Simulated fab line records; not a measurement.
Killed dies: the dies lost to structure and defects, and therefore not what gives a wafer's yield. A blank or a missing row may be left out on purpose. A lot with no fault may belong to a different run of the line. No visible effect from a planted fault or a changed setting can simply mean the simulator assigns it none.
Matching of chambers | flow gf180mcu | GF_V4_ETCH_16 on rie diel-01 has 4 sister chambers
The step etches BARC in N2/H2. 4 wafers are shown with their chamber, then 8 later ones without.

WAFERS WITH THEIR CHAMBER
wafer  | chamber | drypump motor current A (A)
L081.6 | 0       | 4.9
L089.3 | 2       | 5.7
L089.6 | 1       | 6.6
L091.2 | 3       | 5.7

WAFERS WHOSE CHAMBER IS MISSING
wafer  | drypump motor current A (A)
L091.5 | 5.0
L091.6 | 6.5
L093.3 | 4.9
L093.5 | 5.6
L093.6 | 4.9
L095.2 | 6.6
L095.5 | 4.9
L095.6 | 6.6

CHAMBER TAKEN BY EACH
wafer  | from the rows above     | in truth
L091.5 | 0                       | 0
L091.6 | 1                       | 1
L093.3 | 0                       | 0
L093.5 | can't be placed: 2 or 3 | 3
L093.6 | 0                       | 0
L095.2 | 1                       | 1
L095.5 | 0                       | 0
L095.6 | 1                       | 1
7 of 8 placed correctly. Not placeable from these rows: 1 (in 1, the candidates include the true chamber). Placed wrongly: 0.
How it was worked out, from the rows above alone: a wafer's distance from a chamber is the root of the sum, over the readings, of the square of ((its reading less the chamber's mean) divided by the reading's scatter). If the next closest chamber is less than 2 further off than the closest, the wafer can't be placed; otherwise it belongs to the closest. A chamber's mean is the mean of its shown wafers. The scatter: with one shown wafer a chamber, the root of the mean of the squares of how far each hidden wafer lies from its nearest shown one.
